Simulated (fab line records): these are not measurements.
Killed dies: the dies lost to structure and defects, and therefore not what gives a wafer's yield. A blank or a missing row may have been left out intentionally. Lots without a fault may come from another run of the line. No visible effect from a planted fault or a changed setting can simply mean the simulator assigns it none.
fab line records	flow sky130
record: lots: 5	wafers: 15	lastDay: 50
route steps=708 shown METAL2@495 VIA2@507 PAD_OPEN@708
lots with no fault: from the same line, run without faults
startH: the number of hours between the record's first day and the start of the first shown wafer of the lot	waitH: hours elapsed since this lot's preceding step	" same as the row above	L1.1+2: a single row standing in for several wafers	- either no value or no given start	* or withheld: withheld	< > ~ a bound
route shown NAME@n: names a module that has steps shown in the file, with the first one's number in the route	usual: the fault-free wafers' mean and standard deviation	same: alike in all rows	chamber/n: place in a boat	sites: readings site by site	_std_site: their standard deviation	_edge_site: mean of outer sites minus mean of inner sites	radiusMm: how far each site lies from the wafer's centre	mask NAME#n: copy n	behind: the last tool/chamber to shape the wafer	hold: why the lot was held/for how many hours/how that ended	device: the transistor (n, p or np) that didn't switch	end of line: the route-end tests of the same wafers	where a step has no rows: the recipe by itself	killed: dies that structure and defects cost at the first sort, which is not the same as the wafer's yield	map: a wafer's dies, marking killed ones x, the rest . and places with no die _
set.NAME: the setting the step ran with; set.NAME@STEP: the setting that earlier step ran with	model.NAME: the simulator's own value behind a step, which no gauge read
lots at selected steps of the route; one table per step, one row per wafer
services: a tool's chamber out of use, with start hour (startH, from the record's first day; less than 0 if before it), hours out, and reason
== steps ==
step: SKY_METAL2_EXPOSE_12
recipe: maskId: MM2	na: 0.8	sourceShape: annular	sigmaInner: 0.55	sigmaOuter: 0.85	targetCdNm: 140	doseMj: 28
step: SKY_METAL2_PEB_13
recipe: pebTempC: withheld	pebTimeS: withheld	resist: KrF-thick
step: SKY_METAL2_DEVELOP_14
recipe: developTimeS: 60	resist: KrF-thick	devTempC: 21
step: SKY_METAL2_CD_MEAS_15
recipe: targetCdNm: 140
usual: cdNm: 139.6/1.7
lot.wafer	tool	chamber	startH	waitH	cdNm
L998.2	cdSem-01	-	824.47	-	140.0
L998.3	"	-	"	"	137.4
L998.4	"	-	"	"	139.6
L104.1	cdSem-02	-	865.88	-	137.8
L104.4	"	-	"	"	138.5
L104.6	"	-	"	"	139.5
L115.1	cdSem-01	-	958.90	-	140.0
L115.5	"	-	"	"	140.1
L115.6	"	-	"	"	139.8
L117.1	cdSem-01	-	965.13	-	137.1
L117.3	"	-	"	"	136.8
L117.4	"	-	"	"	136.3
L119.2	cdSem-02	-	975.47	-	139.9
L119.3	"	-	"	"	140.0
L119.6	"	-	"	"	141.2
step: SKY_METAL2_OVL_MEAS_16
usual: METAL2_OVL: 1/4.5
lot.wafer	tool	chamber	startH	waitH	METAL2_OVL[nm]
L998.2	overlay-02	-	824.58	0.1	6
L998.3	"	-	"	"	5
L998.4	"	-	"	"	5
L104.1	overlay-02	-	866.00	0.1	3
L104.4	"	-	"	"	-1
L104.6	"	-	"	"	5
L115.1	overlay-01	-	959.02	0.1	5
L115.5	"	-	"	"	10
L115.6	"	-	"	"	-2
L117.1	overlay-02	-	965.25	0.1	-1
L117.3	"	-	"	"	-6
L117.4	"	-	"	"	-3
L119.2	overlay-02	-	975.58	0.1	0
L119.3	"	-	"	"	-2
L119.6	"	-	"	"	2
step: SKY_METAL2_DESCUM_17
recipe: chemistry: O2	sourcePowerW: 150	biasPowerW: 0	pressureMtorr: 10	tempC: 40	timeS: 8
usual: chamberPressureMTorr: 9.999/0.01	drypumpMotorCurrentA: 5.8/0.36	oesProductAu: 1.005/0.015	rfFwdPowerW: 147.2/0.91
lot.wafer	tool	chamber	startH	waitH	chamberPressureMTorr	drypumpMotorCurrentA	oesProductAu	rfFwdPowerW	rfHoursCounterH
L998.2	rieMetal-02	1	824.61	0.0	9.995	5.7	1.024	148.4	2
L998.3	"	1	"	"	9.993	5.8	1.024	148.9	-
L998.4	"	0	"	"	10.008	6.3	0.992	146.8	-
L104.1	rieMetal-02	0	866.04	0.0	9.995	6.3	1.001	147.4	8
L104.4	"	0	"	"	9.998	6.3	0.996	147.0	-
L104.6	"	1	"	"	10.004	5.7	1.023	148.5	-
L115.1	rieMetal-03	0	959.06	0.0	9.997	6.0	1.019	146.2	15
L115.5	"	1	"	"	9.999	5.3	0.991	145.9	-
L115.6	"	0	"	"	10.009	6.0	1.022	146.1	-
L117.1	rieMetal-03	1	965.29	0.0	9.991	5.3	0.995	147.4	11
L117.3	"	1	"	"	9.983	5.3	0.999	147.0	-
L117.4	"	0	"	"	10.001	6.0	1.026	146.4	-
L119.2	rieMetal-03	1	975.61	0.0	9.988	5.3	1.007	146.5	12
L119.3	"	0	"	"	10.002	6.0	1.035	146.9	-
L119.6	"	1	"	"	9.999	5.3	1.012	147.0	-
step: SKY_METAL2_ETCH_18
recipe: chemistry: N2/H2	target: BARC	ionEnergyEv: 200	biasW: 100	pressureMtorr: 30	n2FlowSccm: 100	h2FlowSccm: 200	icpW: 500	stopOn: SiO2	timeS: 45.9	targetDepthA: 600
usual: chamberPressureMTorr: 29.998/0.026	drypumpMotorCurrentA: 5.8/0.37	oesProductAu: 0.855/0.0045	rfFwdPowerW: 495.3/1.9	throttleValvePct: 13.225/0.0087
lot.wafer	tool	chamber	startH	waitH	chamberPressureMTorr	drypumpMotorCurrentA	oesProductAu	rfFwdPowerW	rfHoursCounterH	throttleValvePct
L998.2	rieMetal-02	1	824.64	0.0	30.004	5.8	0.858	497.1	2	13.235
L998.3	"	1	"	"	29.975	5.7	0.857	497.0	-	13.240
L998.4	"	0	"	"	29.988	6.3	0.852	495.0	-	13.218
L104.1	rieMetal-02	0	866.07	0.0	29.968	6.3	0.854	496.9	8	13.224
L104.4	"	0	"	"	30.007	6.3	0.862	495.0	-	13.218
L104.6	"	1	"	"	29.993	5.8	0.851	496.7	-	13.215
L115.1	rieMetal-03	0	959.09	0.0	29.986	6.0	0.850	494.1	15	13.234
L115.5	"	1	"	"	29.964	5.3	0.860	492.8	-	13.235
L115.6	"	0	"	"	30.024	6.0	0.858	493.0	-	13.225
L117.1	rieMetal-03	1	965.32	0.0	30.092	5.3	0.854	494.9	11	13.218
L117.3	"	1	"	"	30.010	5.3	0.855	493.7	-	13.240
L117.4	"	0	"	"	30.012	6.0	0.858	494.0	-	13.225
L119.2	rieMetal-03	1	975.64	0.0	29.980	5.3	0.853	492.9	12	13.226
L119.3	"	0	"	"	29.955	6.0	0.858	494.4	-	13.225
L119.6	"	1	"	"	29.998	5.3	0.859	495.3	-	13.223
step: SKY_METAL2_METAL_ETCH_19
recipe: targetDepthA: 3600	stopOn: SiO2	overEtchFrac: 0.3	timeS: 78	chemistry: Cl2/BCl3	resistSidewallDeg: 88	pressureMtorr: 10	icpW: 900	biasW: 48.5	Cl2_flow_sccm: 60	bcl3FlowSccm: 30
usual: chamberPressureMTorr: 10.000/0.0093	drypumpMotorCurrentA: 5.8/0.37	oesProductAu: 0.854/0.0056	rfFwdPowerW: 894/3.3	throttleValvePct: 22.265/0.011
lot.wafer	tool	chamber	startH	waitH	chamberPressureMTorr	drypumpMotorCurrentA	oesProductAu	rfFwdPowerW	rfHoursCounterH	throttleValvePct
L998.2	rieMetal-02	1	824.70	0.0	9.998	5.7	0.853	898	2	22.266
L998.3	"	1	"	"	9.998	5.8	0.848	900	-	22.246
L998.4	"	0	"	"	9.991	6.3	0.848	898	-	22.250
L104.1	rieMetal-02	0	866.13	0.0	9.991	6.3	0.858	891	8	22.266
L104.4	"	0	"	"	9.993	6.3	0.862	897	-	22.271
L104.6	"	1	"	"	10.005	5.7	0.855	898	-	22.263
L115.1	rieMetal-03	0	959.15	0.0	10.016	6.0	0.862	889	15	22.258
L115.5	"	1	"	"	10.001	5.3	0.845	891	-	22.274
L115.6	"	0	"	"	9.997	6.0	0.866	887	-	22.299
L117.1	rieMetal-03	1	965.38	0.0	10.013	5.3	0.849	887	11	22.271
L117.3	"	1	"	"	9.999	5.3	0.867	889	-	22.258
L117.4	"	0	"	"	9.996	6.0	0.851	892	-	22.269
L119.2	rieMetal-03	1	975.70	0.0	10.000	5.3	0.859	890	12	22.288
L119.3	"	0	"	"	10.011	6.0	0.857	886	-	22.263
L119.6	"	1	"	"	10.001	5.3	0.839	890	-	22.268
step: SKY_METAL2_STRIP_20
recipe: chemistry: O2/N2	powerW: 1400	pressureMtorr: 1500	platenTempC: withheld	o2FlowSccm: 3000	n2FlowSccm: 300	overashFraction: 0.5
usual: chamberPressureMTorr: 1500.1/1.2	drypumpMotorCurrentA: 5.56/0.22	oesProductAu: 0.342/0.0059	stripTimeToEndpointS: 2.68/0.077
lot.wafer	tool	chamber	startH	waitH	chamberPressureMTorr	drypumpMotorCurrentA	oesProductAu	rfHoursCounterH	stripTimeToEndpointS
L998.2	plasmaAsher-03	1	824.79	0.1	1502.3	5.94	0.331	104	2.58
L998.3	"	0	"	"	1501.2	5.45	0.341	-	2.59
L998.4	"	1	"	"	1499.3	5.95	0.341	-	2.74
L104.1	plasmaAsher-03	1	866.22	0.1	1501.3	5.95	0.343	108	2.74
L104.4	"	1	"	"	1499.7	5.95	0.348	-	2.74
L104.6	"	0	"	"	1500.9	5.46	0.334	-	2.54
L115.1	plasmaAsher-01	0	959.24	0.1	1497.5	5.44	0.338	54	2.60
L115.5	"	0	"	"	1500.2	5.44	0.344	-	2.69
L115.6	"	1	"	"	1502.0	5.22	0.329	-	2.59
L117.1	plasmaAsher-02	0	965.47	0.1	1499.5	5.44	0.342	82	2.75
L117.3	"	0	"	"	1499.7	5.46	0.346	-	2.74
L117.4	"	1	"	"	1500.5	5.53	0.343	-	2.61
L119.2	plasmaAsher-02	1	975.79	0.1	1500.4	5.53	0.343	82	2.70
L119.3	"	1	"	"	1499.7	5.52	0.340	-	2.52
L119.6	"	0	"	"	1501.2	5.46	0.351	-	2.71
step: SKY_METAL2_STRIP_21
recipe: chemistry: postEtchResidueRemover	timeS: 1200	tempC: 72.5
step: SKY_METAL2_CLEAN_22
recipe: chemistry: IPA	timeS: 180	tempC: 25
step: SKY_METAL2_CLEAN_23
recipe: chemistry: O3/DIW	dry: n2Spin
step: SKY_VIA2_HDPCVD_00
recipe: material: SiO2	targetThkNm: 1180	sigmaOpenFrac: 0.3	timeS: 196.7	tempC: 400	sih4FlowSccm: 60	pressureMtorr: 6
lot.wafer	tool	chamber	startH	waitH	model.SiO2_of_VIA2_HDPCVD_00.thkNm
L998.2	hdpcvd-01	2	825.39	0.0	1154
L998.3	"	1	"	"	1167
L998.4	"	2	"	"	1143
L104.1	hdpcvd-02	2	866.84	0.0	1206
L104.4	"	2	"	"	1211
L104.6	"	1	"	"	1209
L115.1	hdpcvd-01	2	959.83	0.0	2042
L115.5	"	1	"	"	1171
L115.6	"	0	"	"	1175
L117.1	hdpcvd-02	2	966.07	0.0	1191
L117.3	"	2	"	"	1187
L117.4	"	1	"	"	1188
L119.2	hdpcvd-02	0	976.38	0.0	1164
L119.3	"	1	"	"	1191
L119.6	"	1	"	"	1189
step: SKY_VIA2_THK_MEAS_01
recipe: reads: SiO2_of_VIA2_HDPCVD_00
usual: VIA2_HDPCVD_THK: 1179/15
lot.wafer	tool	chamber	startH	waitH	hold	VIA2_HDPCVD_THK[nm]
L998.2	filmMetro-03	-	825.53	0.1	-	1154
L998.3	"	-	"	"	-	1167
L998.4	"	-	"	"	-	1144
L104.1	filmMetro-04	-	866.96	0.1	-	1206
L104.4	"	-	"	"	-	1209
L104.6	"	-	"	"	-	1208
L115.1	filmMetro-04	-	959.96	0.1	awaitDispo/0.2h/release	2041
L115.5	"	-	"	"	awaitDispo/0.2h/release	1171
L115.6	"	-	"	"	awaitDispo/0.2h/release	1175
L115.1	filmMetro-04	-	960.19	0.2	-	2041
L115.5	"	-	"	"	-	1170
L115.6	"	-	"	"	-	1175
L117.1	filmMetro-04	-	966.25	0.1	-	1191
L117.3	"	-	"	"	-	1187
L117.4	"	-	"	"	-	1189
L119.2	filmMetro-04	-	976.52	0.1	-	1164
L119.3	"	-	"	"	-	1191
L119.6	"	-	"	"	-	1189
step: SKY_VIA2_CMP_02
recipe: material: SiO2	downForcePsi: 4	platenRpm: 60	padVelocityMS: 0.94248
usual: motorCurrentA: 11.8/1.1
lot.wafer	tool	chamber	startH	waitH	hold	motorCurrentA
L998.3	cmp-02	2	825.58	0.0	-	11.7
L998.2	"	3	"	"	-	11.3
L998.4	"	0	"	"	-	11.2
L104.4	cmp-02	3	867.12	0.1	-	11.7
L104.1	"	0	"	"	-	11.3
L104.6	"	2	"	"	-	12.0
L115.1	cmp-01	0	961.82	1.6	awaitDispo/1.5h/release	13.4
L115.6	"	3	"	"	awaitDispo/1.5h/release	14.3
L115.5	"	0	"	"	awaitDispo/1.5h/release	12.0
L117.4	cmp-02	1	966.36	0.1	-	10.0
L117.3	"	2	"	"	-	12.6
L117.1	"	3	"	"	-	11.4
L119.2	cmp-02	3	976.57	0.0	-	12.2
L119.3	"	0	"	"	-	10.8
L119.6	"	0	"	"	-	11.4
step: SKY_PAD_OPEN_PROBE_99
usual: defectLimitedYield: 82.6/1.8	killed_at_M0_to_M3: 44/6.9	killed_at_M4_up: 3.2/1.8	killedAtContacts: 23/5.2	killedAtFrontEnd: 15/4.5	killedAtOther: 0.3/0.56	killedDies: 85/8.8	killedOpen: 47/6.7	killedShort: 39/6.4	sort_bin_3_pad_short: 0.8/0.4	sort_bin_5_function: 10.2/1.3	sort_bin_6_memory: 6.4/1.1	sortNPass: 407/8.8	sortYieldPct: 82.6/1.8
same: grossDies: 492	killedAtBackSide: 0	sort_bin_4_leakage[%]: 0	sort_bin_8_speed[%]: 0
lot.wafer	tool	chamber	startH	waitH	defectLimitedYield[%]	killed_at_M0_to_M3	killed_at_M4_up	killedAtContacts	killedAtFrontEnd	killedAtOther	killedDies	killedOpen	killedShort	sort_bin_3_pad_short[%]	sort_bin_5_function[%]	sort_bin_6_memory[%]	sortNPass	sortYieldPct[%]
L998.2	prober-02	-	1078.81	0.1	86.8	28	1	21	15	0	65	34	31	0	7.9	5.3	427	86.8
L998.3	prober-02	-	1078.86	0.2	78.9	53	2	29	19	1	104	50	52	1.2	13.4	6.5	388	78.9
L998.4	prober-02	-	1078.91	0.2	86.2	43	2	16	6	1	68	40	28	0.4	9.6	3.9	424	86.2
L104.1	prober-02	-	1109.80	0.1	82.5	53	0	18	14	1	86	51	35	1.0	11.2	5.3	406	82.5
L104.4	prober-02	-	1109.95	0.2	82.9	41	2	25	16	0	84	56	28	0.2	10.4	6.5	408	82.9
L104.6	prober-02	-	1110.05	0.2	82.5	49	3	18	15	1	86	52	34	0	10.2	7.3	406	82.5
L115.1	prober-02	-	1180.37	0.1	82.9	41	3	25	14	1	84	46	38	0.8	8.7	7.5	408	82.9
L115.5	prober-02	-	1180.57	0.2	80.7	48	6	23	18	0	95	52	43	1.4	12.2	5.7	397	80.7
L115.6	prober-02	-	1180.62	0.2	81.7	36	5	27	22	0	90	49	41	0.6	9.3	8.3	402	81.7
L117.1	prober-02	-	1184.17	0.1	80.1	49	2	24	23	0	98	57	41	1.2	12.2	6.5	394	80.1
L117.3	prober-02	-	1184.27	0.2	82.3	45	2	24	16	0	87	43	44	1.0	9.3	7.3	405	82.3
L117.4	prober-02	-	1184.32	0.2	83.7	43	1	21	15	0	80	43	37	0.6	9.1	6.5	412	83.7
L119.2	prober-01	-	1189.56	0.1	79.9	48	7	23	21	0	99	66	33	0.6	11.2	8.3	393	79.9
L119.3	prober-01	-	1189.61	0.2	82.7	50	3	14	18	0	85	39	46	1.2	11.0	5.1	407	82.7
L119.6	prober-01	-	1189.76	0.2	85.4	24	1	21	25	1	72	36	36	0.4	7.9	6.3	420	85.4
killed by level:class
L998.2 CONTACT:geometricParticle:open=7 CONTACT:geometricParticle:short=6 SPACER:geometricParticle:open=5 VIA1:geometricParticle:open=5 METAL1:geometricParticle:short=5 VIA2:geometricParticle:open=5 METAL2:geometricParticle:short=4 POLY_GATE:geometricParticle:open=3
L998.3 METAL2:geometricParticle:short=12 CONTACT:geometricParticle:open=11 VIA2:geometricParticle:open=10 LI_CONTACT:geometricParticle:open=8 CONTACT:geometricParticle:short=6 VIA1:geometricParticle:open=6 VIA2:geometricParticle:short=6 POLY_GATE:geometricParticle:short=4
L998.4 METAL2:geometricParticle:short=8 LI_CONTACT:geometricParticle:open=7 VIA2:geometricParticle:open=7 CONTACT:geometricParticle:open=6 VIA1:geometricParticle:open=6 VIA2:geometricParticle:short=4 METAL1:geometricParticle:short=4 METAL2:geometricParticle:open=3
L104.1 VIA1:geometricParticle:open=13 LI_CONTACT:geometricParticle:open=7 METAL3:geometricParticle:short=7 CONTACT:geometricParticle:open=6 VIA1:geometricParticle:short=6 FIELD_ISO:geometricParticle:open=5 VIA2:geometricParticle:open=5 METAL3:geometricParticle:open=5
L104.4 LI_CONTACT:geometricParticle:open=14 CONTACT:geometricParticle:open=8 VIA1:geometricParticle:open=8 VIA3:geometricParticle:open=7 VIA2:geometricParticle:open=6 FIELD_ISO:geometricParticle:short=5 METAL1:geometricParticle:short=5 VIA2:geometricParticle:short=4
L104.6 VIA1:geometricParticle:open=15 CONTACT:geometricParticle:open=8 VIA3:geometricParticle:open=7 VIA2:geometricParticle:short=6 VIA2:geometricParticle:open=5 POLY_GATE:geometricParticle:open=4 POLY_GATE:geometricParticle:short=4 LI_CONTACT:geometricParticle:open=4
L115.1 VIA2:geometricParticle:open=11 METAL1:geometricParticle:short=7 VIA1:geometricParticle:open=7 LI_CONTACT:geometricParticle:open=6 FIELD_ISO:geometricParticle:open=5 VIA2:geometricParticle:short=5 LI_CONTACT:geometricParticle:short=5 CONTACT:geometricParticle:short=5
L115.5 VIA1:geometricParticle:open=11 VIA2:geometricParticle:open=10 FIELD_ISO:geometricParticle:short=8 VIA3:geometricParticle:open=8 CONTACT:geometricParticle:open=7 LI_CONTACT:geometricParticle:open=6 METAL1:geometricParticle:short=6 METAL2:geometricParticle:short=6
L115.6 POLY_GATE:geometricParticle:open=9 LI_CONTACT:geometricParticle:open=8 CONTACT:geometricParticle:open=7 VIA2:geometricParticle:open=6 FIELD_ISO:geometricParticle:short=5 CONTACT:geometricParticle:short=5 METAL1:geometricParticle:short=5 METAL2:geometricParticle:short=5
L117.1 METAL2:geometricParticle:short=13 CONTACT:geometricParticle:open=11 FIELD_ISO:geometricParticle:open=10 VIA1:geometricParticle:open=8 VIA3:geometricParticle:open=8 VIA2:geometricParticle:open=6 LI_CONTACT:geometricParticle:open=5 CONTACT:geometricParticle:short=5
L117.3 CONTACT:geometricParticle:open=15 METAL2:geometricParticle:short=9 VIA1:geometricParticle:open=7 FIELD_ISO:geometricParticle:short=5 FIELD_ISO:geometricParticle:open=5 METAL1:geometricParticle:short=5 VIA1:geometricParticle:short=5 CONTACT:geometricParticle:short=4
L117.4 VIA1:geometricParticle:open=11 LI_CONTACT:geometricParticle:open=6 FIELD_ISO:geometricParticle:open=5 LOCAL_INTERCONNECT:geometricParticle:short=5 METAL2:geometricParticle:short=5 VIA2:geometricParticle:open=5 VIA3:geometricParticle:open=5 FIELD_ISO:geometricParticle:short=4
L119.2 VIA1:geometricParticle:open=20 CONTACT:geometricParticle:open=10 VIA3:geometricParticle:open=7 LOCAL_INTERCONNECT:geometricParticle:short=7 POLY_GATE:geometricParticle:open=6 VIA2:geometricParticle:open=6 POLY_GATE:geometricParticle:short=5 FIELD_ISO:geometricParticle:open=4
L119.3 VIA1:geometricParticle:open=14 VIA1:geometricParticle:short=9 POLY_GATE:geometricParticle:open=8 CONTACT:geometricParticle:open=6 FIELD_ISO:geometricParticle:short=5 METAL2:geometricParticle:short=5 METAL1:geometricParticle:short=5 CONTACT:geometricParticle:short=4
L119.6 POLY_GATE:geometricParticle:short=8 CONTACT:geometricParticle:open=7 LOCAL_INTERCONNECT:geometricParticle:short=6 VIA3:geometricParticle:open=6 FIELD_ISO:geometricParticle:short=5 FIELD_ISO:geometricParticle:open=4 METAL1:geometricParticle:short=4 VIA1:geometricParticle:open=4
== services ==
tool	chamber	startH	hours	kind
cmp-01	-	818.53	6.7	repair
plasmaAsher-02	-	827.59	2.8	pm
hdpcvd-01	-	828.78	0.6	repair
plasmaAsher-01	-	854.19	14.6	pm
hdpcvd-02	0	891.10	6.0	repair
cmp-02	-	911.44	1.6	repair
cmp-02	-	913.07	4.0	pm
cmp-02	-	917.07	-	consumableReplace:conditioner
cmp-02	-	917.07	-	consumableReplace:pad
hdpcvd-02	-	928.87	1.3	repair
hdpcvd-02	-	950.25	15.0	pm
hdpcvd-02	0	950.25	15.0	ventCycle
hdpcvd-02	1	950.25	15.0	ventCycle
hdpcvd-02	2	950.25	15.0	ventCycle
hdpcvd-02	0	965.25	-	clean
hdpcvd-02	1	965.25	-	clean
hdpcvd-02	2	965.25	-	clean
hdpcvd-02	0	966.02	5.1	repair
== key ==
firstSign: step: SKY_VIA2_THK_MEAS_01	reading: visit	direction: added
effect: step: SKY_VIA2_THK_MEAS_01	reading: VIA2_HDPCVD_THK	direction: up	sigmas: 56	usual: 1179	struck: 2041
modelEffect: step: SKY_VIA2_HDPCVD_00	value: SiO2_of_VIA2_HDPCVD_00.thkNm	without: 1165	struck: 2042
metAt SKY_VIA2_HDPCVD_00
struckWafers L115.1
onsetBetween 825.39 959.83
fault: kind: processParameterDrift	tool: hdpcvd-01	chamber: -	onsetH: 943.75	steps: SKY_VIA2_HDPCVD_00	channel: targetThkNm	offset: 876.36	shape: step	endH: 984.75	scope: struckWafersOnly	actsIn: theseRecipesOnly	stated: 1180
